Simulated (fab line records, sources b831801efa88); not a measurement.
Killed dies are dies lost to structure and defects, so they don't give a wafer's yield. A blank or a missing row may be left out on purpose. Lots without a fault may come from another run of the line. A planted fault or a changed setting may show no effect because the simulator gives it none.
Split-lot experiment | flow gf180mcu | 5 lots, 23 wafers read, on a route of 602 steps

THE SPLIT
At GF_HV_LDD_EXPOSE_04 (exposes mask Nplus LV AREA, target cd 400 nm), the setting dose_mj was moved away from the recipe's 140 on 5 of the 23 wafers read, by -7.4% to +2.0%. The other wafers ran this setting at the recipe's value.

FROM THE SPLIT TO THE READING: what the file shows between them, 1 step
- GF_HV_LDD_DEVELOP_06: develop time 60 s (also split here: dev_temp_c)

THE READING
cd_nm, in nm, at GF_HV_LDD_CD_MEAS_07 (target cd 400 nm). Fault-free wafers of this fab line usually give 399.3 nm, standard deviation 2.6 nm.

wafer  | tool, chamber at the split | dose_mj as run | against the recipe | cd_nm, nm | against lot-mates on the recipe
L075.1 | iline_stepper-02, 0        | 142.8          | +2.0%              | 408.6     | +6.7
L075.2 | iline_stepper-02, 0        | 140            | recipe             | 401.4     | -
L075.3 | iline_stepper-02, 0        | 142.8          | +2.0%              | 408.3     | +6.4
L075.5 | iline_stepper-02, 0        | 142.8          | +2.0%              | 406.1     | +4.2
L075.6 | iline_stepper-02, 0        | 140            | recipe             | 402.4     | -
L077.2 | iline_stepper-02, 0        | 140            | recipe             | 398.5     | -
L077.3 | iline_stepper-02, 0        | 140            | recipe             | 408.8     | -
L077.4 | iline_stepper-02, 0        | 129.6          | -7.4%              | 374.8     | -30.4
L077.5 | iline_stepper-02, 0        | 129.6          | -7.4%              | 378.5     | -26.7
L077.6 | iline_stepper-02, 0        | 140            | recipe             | 408.4     | -
L080.1 | iline_stepper-02, 0        | 140            | recipe             | 400.0     | -
L080.3 | iline_stepper-02, 0        | 140            | recipe             | 398.6     | -
L080.6 | iline_stepper-02, 0        | 140            | recipe             | 401.1     | -
L082.1 | iline_stepper-01, 0        | 140            | recipe             | 400.0     | -
L082.2 | iline_stepper-01, 0        | 140            | recipe             | 401.0     | -
L082.3 | iline_stepper-01, 0        | 140            | recipe             | 400.5     | -
L082.5 | iline_stepper-01, 0        | 140            | recipe             | 400.6     | -
L082.6 | iline_stepper-01, 0        | 140            | recipe             | 399.4     | -
L085.1 | iline_stepper-01, 0        | 140            | recipe             | 398.5     | -
L085.2 | iline_stepper-01, 0        | 140            | recipe             | 399.4     | -
L085.3 | iline_stepper-01, 0        | 140            | recipe             | 404.2     | -
L085.5 | iline_stepper-01, 0        | 140            | recipe             | 397.9     | -
L085.6 | iline_stepper-01, 0        | 140            | recipe             | 403.9     | -

THE FIT
A straight line over all 23 wafers: cd_nm changes by +3.31 nm for each +1% of dose_mj; r = +0.94; the points scatter about the line by 2.9 nm.
The same after taking each lot's own level away (the mean of its wafers on the recipe; 23 wafers): +3.73 nm for each +1%; r = +0.96; scatter 2.5 nm.
On that fit, the largest move of dose_mj shifts the reading by 28 nm.
The lots' own levels span 399.90 to 405.23 nm, that is 2.1 times the standard deviation above.
So the lot-to-lot level changes the slope: the two fits differ.
Check: with one of the wafers moved furthest among these (-7.4%) left out of the fit, the line predicts -26 nm for it against its lot-mates. It came out at -30.4 nm against them.

OTHER SPLITS ON THESE WAFERS
These wafers also went through other splits before the reading. Each is held against what the fit with the lots' levels taken away leaves over:
other split on the same wafers   | wafers away from the commonest value | r with cd_nm (lot level and that fit taken away)
GF_DUAL_GATE_OXIDATION_02 temp_c | 15                                   | -0.01
GF_HV_LDD_DEVELOP_06 dev_temp_c  | 4                                    | -0.66

THE FILE'S OWN FIT
cd_nm changes by +3.78 nm for each +1% of dose_mj, r = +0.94.
